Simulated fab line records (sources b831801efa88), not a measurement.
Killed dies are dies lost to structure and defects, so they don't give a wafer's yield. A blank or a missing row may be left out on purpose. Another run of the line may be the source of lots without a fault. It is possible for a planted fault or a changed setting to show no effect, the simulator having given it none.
A struck lot beside a sound one + flow sky130 + 44 out of 708 route steps
Sound: these wafers, L748.2, L748.3, L748.5. Struck: wafer L757.2 (left out: L757.1, L757.4 of the same lot, which were not struck); the cause appears at the end.
At each step with rows: each side's tool, then ch and its chambers, then its first start. Under that, the readings that differ: sound wafers + struck wafers + difference of the means + sigmas: that difference in standard deviations of wafers without a fault.
alike: readings whose means differ by less than 2 such deviations, and words and numbers that are the same on both sides. not compared: withheld readings, readings that some wafer has no value for, bounds like >300 that may hide the same value, and numbers for which the record gives no deviation and whose values overlap.
The two part at a step that has a row with sigmas, a row that says differs or no value, or rows on one side only. Numbers that don't overlap but have no deviation are shown without sigmas and don't part them. A reading that every wafer of one side lacks parts them only if that side has two wafers or more.

SKY_FIELD_ISO_THK_MEAS_02:
  sound on film_metro-01, day 3 08:59; struck on film_metro-01, day 5 05:38
  alike: FIELD_ISO_OXIDATION_00_THK
then, 1 step without rows for these wafers: SKY_FIELD_ISO_CVD_03 (deposits Si3N4 from DCS/NH3, target thk 165 nm, time 2830 s).
SKY_FIELD_ISO_THK_MEAS_04:
  sound on film_metro-04, day 3 11:14; struck on film_metro-02, day 5 09:19
| reading                   | sound             | struck | difference | sigmas |
|---------------------------|-------------------|--------|------------|--------|
| FIELD_ISO_CVD_03_THK (nm) | 163.2 162.2 161.7 | 166.9  | +4.5       | +3     |
then, 8 steps without rows for these wafers: SKY_FIELD_ISO_DEHYDRATE_05 (time 60 s); SKY_FIELD_ISO_HMDS_06 (prime time 60 s); SKY_FIELD_ISO_COAT_07 (resist thk 60 nm); SKY_FIELD_ISO_COAT_08 (resist thk 450 nm); SKY_FIELD_ISO_SOFTBAKE_09 (time 90 s); SKY_FIELD_ISO_EXPOSE_10 (exposes mask FOM, target cd 150 nm); SKY_FIELD_ISO_PEB_11; SKY_FIELD_ISO_DEVELOP_12 (develop time 60 s).
SKY_FIELD_ISO_CD_MEAS_13: target cd 150 nm.
  sound on cd_sem-02, day 4 02:53; struck on cd_sem-01, day 6 04:08
  alike: cd_nm
SKY_FIELD_ISO_ETCH_14: etches BARC in N2/H2, stops on SiO2, time 45.9 s, target depth 60 nm.
  sound on rie_diel-01 ch 2,3, day 4 02:59; struck on rie_diel-02 ch 2, day 6 04:15
| reading                                          | sound             | struck | difference | sigmas |
|--------------------------------------------------|-------------------|--------|------------|--------|
| oes_product_au (a.u.)                            | 0.852 0.856 0.856 | 1.018  | +0.163     | +34    |
| run_length_s (s)                                 | 73.3 74.3 74.8    | 50.5   | -23.6      | -48    |
| model.etch.depth_nm (nm)                         | 59.69 59.91 59.85 | 38.9   | -20.9      |        |
| model.KrF-thick_of_FIELD_ISO_COAT_08.thk_nm (nm) | 393.6 392.5 392   | 412.6  | +19.9      |        |
| model.FIELD_ISO.cd_nm (nm)                       | 150.2 150.2 149.9 | 153.7  | +3.6       |        |
  alike: drypump_motor_current_A, throttle_valve_pct
  not compared: rf_fwd_power_W, rf_hours_counter_h
SKY_FIELD_ISO_ETCH_15: etches the open film in CHF3/O2, stops on Si, target depth 180 nm, time 72 s.
  sound on rie_diel-01 ch 2,3, day 4 03:01; struck on rie_diel-02 ch 2, day 6 04:18
| reading                                          | sound             | struck | difference | sigmas |
|--------------------------------------------------|-------------------|--------|------------|--------|
| oes_product_au (a.u.)                            | 0.949 0.936 0.940 | 0.382  | -0.560     | -82    |
| throttle_valve_pct (%)                           | 8.833 8.844 8.822 | 8.651  | -0.182     | -17    |
| model.KrF-thick_of_FIELD_ISO_COAT_08.thk_nm (nm) | 236 232.9 231.4   | 249.4  | +16.0      |        |
  alike: drypump_motor_current_A, rf_fwd_power_W, run_length_s
  not compared: rf_hours_counter_h
SKY_FIELD_ISO_STRIP_16: strips in O2/N2.
  sound on plasma_asher-02 ch 1, day 4 03:05; struck on plasma_asher-01 ch 0, day 6 04:21
| reading                      | sound          | struck | difference | sigmas |
|------------------------------|----------------|--------|------------|--------|
| drypump_motor_current_A (A)  | 5.2 5.2 5.2    | 6.2    | +1.0       | +2     |
| strip_time_to_endpoint_s (s) | 3.55 3.51 3.49 | 3.68   | +0.16      | +4     |
  alike: o2_flow_sccm, oes_product_au
  not compared: rf_hours_counter_h
SKY_FIELD_ISO_ETCH_17: etches Si in HBr/Cl2/O2, target depth 342 nm, time 97.7 s.
  sound on rie_si-02 ch 0,1, day 4 03:11; struck on rie_si-01 ch 0, day 6 04:27
| reading                      | sound             | struck | difference | sigmas |
|------------------------------|-------------------|--------|------------|--------|
| he_backside_leak_sccm (sccm) | 2.89 3.03 2.87    | 2.47   | -0.46      | -2     |
| run_length_s (s)             | 125.4 126.3 125.5 | 126.9  | +1.2       | +2     |
| model.FIELD_ISO.cd_nm (nm)   | 149.7 151 150.2   | 153.4  | +3.1       |        |
  alike: drypump_motor_current_A, oes_product_au, rf_fwd_power_W, throttle_valve_pct
  not compared: rf_hours_counter_h
then, 5 steps without rows for these wafers: SKY_FIELD_ISO_WET_ETCH_18 (etches Si3N4 in H3PO4, target depth 25 nm, time 286 s); SKY_FIELD_ISO_CLEAN_19 (cleans in SC1/SC2, time 150 s); SKY_FIELD_ISO_CLEAN_20 (cleans in dHF, time 20 s); SKY_FIELD_ISO_WET_ETCH_21 (etches SiO2 in dHF, target depth 20 nm, time 400 s); SKY_FIELD_ISO_OXIDATION_22 (stabilise 600 s, purge 300 s, target thk 10 nm).
SKY_FIELD_ISO_THK_MEAS_23:
  sound on film_metro-02, day 4 06:31; struck on film_metro-01, day 6 06:39
  alike: FIELD_ISO_OXIDATION_01_THK
then, 1 step without rows for these wafers: SKY_FIELD_ISO_CVD_24 (deposits SiO2, target thk 595 nm, time 99.2 s).
SKY_FIELD_ISO_THK_MEAS_25:
  sound on film_metro-01, day 4 06:38; struck on film_metro-02, day 6 06:47
  alike: FIELD_ISO_CVD_24_THK
then, 1 step without rows for these wafers: SKY_FIELD_ISO_ANNEAL_26 (time 1800 s).
SKY_FIELD_ISO_CMP_27: polishes, stops on Si3N4, t overpolish 16 s, target thk 457.8 nm.
  sound on cmp-02 ch 1,2, day 4 09:27; struck on cmp-02 ch 0, day 6 09:40
  alike: edge_zone_pressure_frac, motor_current_A
then, 5 steps without rows for these wafers: SKY_FIELD_ISO_WET_ETCH_28 (etches SiO2 in dHF, target depth 23.7 nm, time 47 s); SKY_FIELD_ISO_WET_ETCH_29 (etches Si3N4 in H3PO4, target depth 160 nm, time 1825 s); SKY_FIELD_ISO_WET_ETCH_30 (etches SiO2 in dHF, target depth 25 nm, time 50 s); SKY_NWELL_CLEAN_00 (cleans in SC1/SC2, time 150 s); SKY_NWELL_OXIDATION_01 (stabilise 600 s, purge 300 s, target thk 10 nm).
SKY_NWELL_THK_MEAS_02:
  sound on film_metro-02, day 4 12:26; struck on film_metro-02, day 6 13:13
  alike: NWELL_OXIDATION_THK
then, 8 steps without rows for these wafers: SKY_DNWELL_DEHYDRATE_00 (time 60 s); SKY_DNWELL_HMDS_01 (prime time 60 s); SKY_DNWELL_COAT_02 (resist thk 3057 nm); SKY_DNWELL_SOFTBAKE_03; SKY_DNWELL_EXPOSE_04 (exposes mask DNM, target cd 3000 nm); SKY_DNWELL_PEB_05; SKY_DNWELL_DEVELOP_06 (develop time 60 s); SKY_DNWELL_IMPLANT_07.
SKY_DNWELL_STRIP_08: strips in O2/N2.
  sound on plasma_asher-04 ch 0,1, day 5 05:35; struck on plasma_asher-03 ch 0, day 7 07:55
  alike: drypump_motor_current_A, o2_flow_sccm, oes_product_au, strip_time_to_endpoint_s
  not compared: rf_hours_counter_h
SKY_DNWELL_TW_MEAS_09:
  sound on film_metro-03, day 5 05:41; struck on film_metro-02, day 7 08:01
  alike: DNWELL_TW
SKY_PWDE_OVL_MEAS_07:
  sound on overlay-02, day 6 00:13; struck on overlay-02, day 8 03:34
  not compared: PWDE_OVL
SKY_NWELL_OVL_MEAS_10:
  sound on overlay-02, day 6 18:54; struck on overlay-01, day 9 00:46
  not compared: NWELL_00_OVL

WHERE THEY PART
At SKY_FIELD_ISO_THK_MEAS_04 first; at SKY_FIELD_ISO_ETCH_17 last (within this record only). Later steps at which nothing parts them and some readings are alike: SKY_FIELD_ISO_THK_MEAS_23, SKY_FIELD_ISO_THK_MEAS_25, SKY_FIELD_ISO_CMP_27, SKY_NWELL_THK_MEAS_02, SKY_DNWELL_STRIP_08, SKY_DNWELL_TW_MEAS_09.

WHY: the cause the simulator had injected
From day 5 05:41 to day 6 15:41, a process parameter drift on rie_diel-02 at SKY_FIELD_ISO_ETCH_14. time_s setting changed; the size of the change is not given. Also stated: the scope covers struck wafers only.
